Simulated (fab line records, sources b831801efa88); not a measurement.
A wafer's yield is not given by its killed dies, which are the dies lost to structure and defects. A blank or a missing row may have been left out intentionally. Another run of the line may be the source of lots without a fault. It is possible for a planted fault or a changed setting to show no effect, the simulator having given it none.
fab line records ; flow gf180mcu
record lots=13; wafers=39; lastDay=34
route steps=602 shown DNWELL@36 POLY_GATE@167 V1@352
lots that met no fault: taken from a fault-free run of the same line
startH: hours from the record's first day to the start of the lot's first wafer shown ; waitH: how many hours have passed since the lot's step before this one ; " identical to the entry in the row above ; L1.1+2: several wafers, shown together as one row ; - no value present, or no start provided ; * or withheld: withheld ; < > ~ a bound
route shown NAME@n: names a module that has steps shown in the file, with the first one's number in the route ; usual: average and standard deviation across the fault-free wafers ; same: alike in all rows ; chamber/n: place in a boat ; sites: per-site readings ; _std_site: how widely they spread, as a standard deviation ; _edge_site: the outer-site mean with the inner-site mean subtracted ; radiusMm: how far each site lies from the wafer's centre ; mask NAME#n: copy n ; behind: the tool/chamber that last shaped the wafer ; hold: the reason the lot was held/the length of the hold in hours/how it ended ; device: the transistor (n, p or np) that didn't switch ; end of line: tests of these same wafers at the route's end ; step lacking rows: just its recipe ; killed: at the first sort, the dies lost to defects and structure; wafer yield is something else ; map: the dies of a wafer, with x for killed, . for not killed, _ for no die there
set.NAME: the setting that was run; set.NAME@STEP: the one run at that earlier step ; model.NAME: the simulator's own value behind a step, which no gauge read
steps of the route over a sample of lots; a table a step, a row a wafer
services: the hour from which a tool's chamber was out of use, counted from the record's first day as startH (under 0 if before that day), plus the number of hours and why
## steps
# step GF_DNWELL_EXPOSE_04
# recipe maskId=DNWELL; targetCdNm=1700; na=0.6; sourceShape=conventional; sigmaOuter=0.6; doseMj=260
# usual focusOffsetNm=0.0/0.55
lot.wafer;tool;chamber;startH;waitH;mask;focusOffsetNm
L505.2;ilineStepper-02;0;36.47;-;DNWELL#0;-1.1
L505.4;ilineStepper-02;0;36.47;-;DNWELL#0;0.3
L505.6;ilineStepper-02;0;36.47;-;DNWELL#0;0.3
L506.2;ilineStepper-01;0;45.17;-;DNWELL#0;0.7
L506.3;ilineStepper-01;0;45.17;-;DNWELL#0;0.5
L506.6;ilineStepper-01;0;45.17;-;DNWELL#0;0.6
L507.1;ilineStepper-01;0;46.30;-;DNWELL#0;0.0
L507.2;ilineStepper-01;0;46.30;-;DNWELL#0;0.4
L507.5;ilineStepper-01;0;46.30;-;DNWELL#0;1.1
L508.1;ilineStepper-01;0;52.02;-;DNWELL#0;-0.1
L508.4;ilineStepper-01;0;52.02;-;DNWELL#0;1.1
L508.6;ilineStepper-01;0;52.02;-;DNWELL#0;0.4
L509.3;ilineStepper-01;0;59.69;-;DNWELL#0;0.0
L509.4;ilineStepper-01;0;59.69;-;DNWELL#0;-0.5
L509.6;ilineStepper-01;0;59.69;-;DNWELL#0;0.0
L510.3;ilineStepper-02;0;62.84;-;DNWELL#0;0.0
L510.5;ilineStepper-02;0;62.84;-;DNWELL#0;0.2
L510.6;ilineStepper-02;0;62.84;-;DNWELL#0;0.8
L512.2;ilineStepper-01;0;74.42;-;DNWELL#0;-0.1
L512.5;ilineStepper-01;0;74.42;-;DNWELL#0;-0.9
L512.6;ilineStepper-01;0;74.42;-;DNWELL#0;0.0
L513.1;ilineStepper-01;0;77.72;-;DNWELL#0;-0.6
L513.2;ilineStepper-01;0;77.72;-;DNWELL#0;-0.3
L513.5;ilineStepper-01;0;77.72;-;DNWELL#0;0.3
L518.1;ilineStepper-01;0;103.85;-;DNWELL#0;1.4
L518.3;ilineStepper-01;0;103.85;-;DNWELL#0;1.2
L518.5;ilineStepper-01;0;103.85;-;DNWELL#0;0.2
L521.2;ilineStepper-01;0;122.49;-;DNWELL_R1#0;0.1
L521.3;ilineStepper-01;0;122.49;-;DNWELL_R1#0;-0.4
L521.5;ilineStepper-01;0;122.49;-;DNWELL_R1#0;0.1
L524.3;ilineStepper-01;0;134.96;-;DNWELL#0;-0.1
L524.4;ilineStepper-01;0;134.96;-;DNWELL#0;0.3
L524.6;ilineStepper-01;0;134.96;-;DNWELL#0;-0.6
L525.2;ilineStepper-01;0;141.38;-;DNWELL#0;0.1
L525.4;ilineStepper-01;0;141.38;-;DNWELL#0;0.1
L525.5;ilineStepper-01;0;141.38;-;DNWELL#0;0.3
L528.1;ilineStepper-01;0;161.01;-;DNWELL#0;0.5
L528.3;ilineStepper-01;0;161.01;-;DNWELL#0;0.3
L528.5;ilineStepper-01;0;161.01;-;DNWELL#0;-0.5
# step GF_DNWELL_TW_MEAS_09
# usual DNWELL_TW=1346/6.1
lot.wafer;tool;chamber;startH;waitH;DNWELL_TW
L505.2;filmMetro-03;-;42.61;0.1;1353
L505.4;filmMetro-03;-;42.61;0.1;1340
L505.6;filmMetro-03;-;42.61;0.1;1346
L506.2;filmMetro-01;-;50.93;0.1;1350
L506.3;filmMetro-01;-;50.93;0.1;1340
L506.6;filmMetro-01;-;50.93;0.1;1353
L507.1;filmMetro-02;-;52.67;0.1;1350
L507.2;filmMetro-02;-;52.67;0.1;1346
L507.5;filmMetro-02;-;52.67;0.1;1347
L508.1;filmMetro-01;-;58.12;0.1;1334
L508.4;filmMetro-01;-;58.12;0.1;1336
L508.6;filmMetro-01;-;58.12;0.1;1336
L509.3;filmMetro-03;-;66.04;0.1;1350
L509.4;filmMetro-03;-;66.04;0.1;1348
L509.6;filmMetro-03;-;66.04;0.1;1358
L510.3;filmMetro-03;-;69.29;0.1;1342
L510.5;filmMetro-03;-;69.29;0.1;1345
L510.6;filmMetro-03;-;69.29;0.1;1346
L512.2;filmMetro-03;-;80.98;0.1;1353
L512.5;filmMetro-03;-;80.98;0.1;1351
L512.6;filmMetro-03;-;80.98;0.1;1346
L513.1;filmMetro-02;-;84.02;0.1;1340
L513.2;filmMetro-02;-;84.02;0.1;1333
L513.5;filmMetro-02;-;84.02;0.1;1344
L518.1;filmMetro-03;-;110.87;0.1;1354
L518.3;filmMetro-03;-;110.87;0.1;1348
L518.5;filmMetro-03;-;110.87;0.1;1353
L521.2;filmMetro-02;-;129.73;0.1;1332
L521.3;filmMetro-02;-;129.73;0.1;1340
L521.5;filmMetro-02;-;129.73;0.1;1332
L524.3;filmMetro-01;-;142.59;0.1;1351
L524.4;filmMetro-01;-;142.59;0.1;1357
L524.6;filmMetro-01;-;142.59;0.1;1354
L525.2;filmMetro-02;-;149.43;0.1;1343
L525.4;filmMetro-02;-;149.43;0.1;1342
L525.5;filmMetro-02;-;149.43;0.1;1342
L528.1;filmMetro-01;-;169.42;0.1;1341
L528.3;filmMetro-01;-;169.42;0.1;1346
L528.5;filmMetro-01;-;169.42;0.1;1341
# step GF_POLY_GATE_CD_MEAS_10
# recipe targetCdNm=280
# usual cdNm=280.1/1
lot.wafer;tool;chamber;startH;waitH;cdNm
L505.2;cdSem-02;-;192.49;0.1;278.9
L505.4;cdSem-02;-;192.49;0.1;279.4
L505.6;cdSem-02;-;192.49;0.1;279.5
L506.2;cdSem-02;-;203.77;0.1;280.0
L506.3;cdSem-02;-;203.77;0.1;281.2
L506.6;cdSem-02;-;203.77;0.1;280.6
L507.1;cdSem-02;-;207.07;0.1;281.0
L507.2;cdSem-02;-;207.07;0.1;280.5
L507.5;cdSem-02;-;207.07;0.1;280.9
L508.1;cdSem-01;-;214.60;0.1;278.7
L508.4;cdSem-01;-;214.60;0.1;279.0
L508.6;cdSem-01;-;214.60;0.1;278.4
L509.3;cdSem-02;-;225.39;0.1;278.0
L509.4;cdSem-02;-;225.39;0.1;279.0
L509.6;cdSem-02;-;225.39;0.1;280.1
L510.3;cdSem-02;-;230.66;0.1;280.3
L510.5;cdSem-02;-;230.66;0.1;280.8
L510.6;cdSem-02;-;230.66;0.1;280.3
L512.2;cdSem-02;-;248.94;0.1;280.4
L512.5;cdSem-02;-;248.94;0.1;280.3
L512.6;cdSem-02;-;248.94;0.1;280.3
L513.1;cdSem-01;-;250.82;0.1;278.5
L513.2;cdSem-01;-;250.82;0.1;278.3
L513.5;cdSem-01;-;250.82;0.1;279.8
L518.1;cdSem-02;-;286.37;0.1;283.2
L518.3;cdSem-02;-;286.37;0.1;282.4
L518.5;cdSem-02;-;286.37;0.1;282.7
L521.2;cdSem-01;-;315.49;0.1;281.0
L521.3;cdSem-01;-;315.49;0.1;280.0
L521.5;cdSem-01;-;315.49;0.1;281.5
L524.3;cdSem-01;-;334.91;0.1;280.3
L524.4;cdSem-01;-;334.91;0.1;281.1
L524.6;cdSem-01;-;334.91;0.1;281.3
L525.2;cdSem-01;-;345.07;0.1;281.0
L525.4;cdSem-01;-;345.07;0.1;280.8
L525.5;cdSem-01;-;345.07;0.1;281.0
L528.1;cdSem-01;-;365.87;0.1;281.0
L528.3;cdSem-01;-;365.87;0.1;279.4
L528.5;cdSem-01;-;365.87;0.1;279.2
# step GF_V1_ETCH_17
# recipe chemistry=C4F8/O2/Ar; maskMaterial=KrF; target=SiO2; stopOn=TiN; sourceW=1500; biasW=1200; pressureMtorr=40; c4f8FlowSccm=withheld; O2_flow_sccm=6; Ar_flow_sccm=300; timeS=withheld; targetDepthA=6300
# usual chamberPressureMTorr=40.00/0.033; oesProductAu=0.856/0.0042
lot.wafer;tool;chamber;startH;waitH;chamberPressureMTorr;oesProductAu
L505.2;rieDiel-04;0;-;-;39.98;0.852
L505.4;rieDiel-04;1;-;-;40.02;0.867
L505.6;rieDiel-04;0;-;-;40.00;0.852
L506.2;rieDiel-01;0;-;-;40.00;0.859
L506.3;rieDiel-01;1;-;-;40.01;0.854
L506.6;rieDiel-01;1;-;-;39.99;0.855
L507.1;rieDiel-04;3;-;-;40.03;0.853
L507.2;rieDiel-04;2;-;-;39.93;0.858
L507.5;rieDiel-04;1;-;-;39.96;0.860
L508.1;rieDiel-03;0;-;-;39.99;0.858
L508.4;rieDiel-03;3;-;-;40.01;0.853
L508.6;rieDiel-03;2;-;-;40.01;0.859
L509.3;rieDiel-04;2;-;-;40.01;0.858
L509.4;rieDiel-04;3;-;-;39.97;0.860
L509.6;rieDiel-04;1;-;-;40.01;0.853
L510.3;rieDiel-01;0;-;-;39.98;0.854
L510.5;rieDiel-01;1;-;-;40.05;0.859
L510.6;rieDiel-01;2;-;-;39.96;0.856
L512.2;rieDiel-04;3;-;-;39.96;0.852
L512.5;rieDiel-04;1;-;-;40.02;0.858
L512.6;rieDiel-04;0;-;-;40.00;0.855
L513.1;rieDiel-01;1;-;-;40.08;0.853
L513.2;rieDiel-01;0;-;-;40.02;0.854
L513.5;rieDiel-01;1;-;-;39.99;0.865
L518.1;rieDiel-03;0;-;-;39.97;0.854
L518.3;rieDiel-03;1;-;-;39.99;0.854
L518.5;rieDiel-03;3;-;-;40.04;0.860
L521.2;rieDiel-04;0;-;-;40.04;0.857
L521.3;rieDiel-04;3;-;-;40.03;0.853
L521.5;rieDiel-04;3;-;-;40.03;0.858
L524.3;rieDiel-04;2;-;-;40.03;0.847
L524.4;rieDiel-04;1;-;-;40.00;0.854
L524.6;rieDiel-04;3;-;-;39.98;0.853
L525.2;rieDiel-01;3;-;-;40.00;0.854
L525.4;rieDiel-01;0;-;-;39.99;0.853
L525.5;rieDiel-01;3;-;-;39.97;0.857
L528.1;rieDiel-03;2;-;-;39.99;0.856
L528.3;rieDiel-03;0;-;-;39.93;0.864
L528.5;rieDiel-03;2;-;-;39.98;0.849
## services
tool;chamber;startH;hours;kind
rieDiel-01;3;53.41;16.3;repair
ilineStepper-01;-;93.76;1.7;pm
rieDiel-01;0;138.54;5.5;repair
rieDiel-01;2;150.85;3.4;repair
rieDiel-04;3;153.01;8.7;repair
rieDiel-01;2;171.84;2.4;repair
rieDiel-04;-;182.84;2.8;pm
rieDiel-01;3;197.40;4.3;repair
rieDiel-04;3;209.68;3.3;repair
rieDiel-04;1;216.45;2.8;repair
rieDiel-04;2;255.18;1.3;repair
rieDiel-01;1;256.47;10.2;repair
ilineStepper-01;-;278.81;1.9;repair
rieDiel-04;0;293.20;7.0;repair
ilineStepper-01;-;311.91;1.7;pm
rieDiel-04;0;350.58;11.9;repair
rieDiel-04;2;392.48;3.4;repair
rieDiel-04;1;405.08;6.7;repair
rieDiel-01;0;408.73;6.3;repair
ilineStepper-01;-;422.75;4.0;repair
rieDiel-04;2;465.72;30.8;repair
rieDiel-04;1;481.59;2.2;repair
ilineStepper-01;-;530.04;1.7;pm
rieDiel-04;0;577.12;8.7;repair
## key
firstSign step=GF_DNWELL_EXPOSE_04; reading=mask; direction=changed
effect none on later readings
metAt GF_DNWELL_EXPOSE_04
struckLots L521
testerLeftOut L521
notActingAt GF_DNWELL_TW_MEAS_09,GF_POLY_GATE_CD_MEAS_10,GF_V1_ETCH_17
onsetBetween 103.85 122.49
fault kind=wrongMask; tool=any; chamber=-; onsetH=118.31; steps=GF_DNWELL_EXPOSE_04; auxCopy=DNWELL_R1#0; cdOffsetNm=-85; scope=struckLotsOnly
# testerLeftOut: of these lots the tester's yield and bins aren't shown, on N5 and GAA mostly nor the transistor test; their killed dies are dies lost to structure and defects alone, not to doping, threshold or leakage, so they don't give the yield
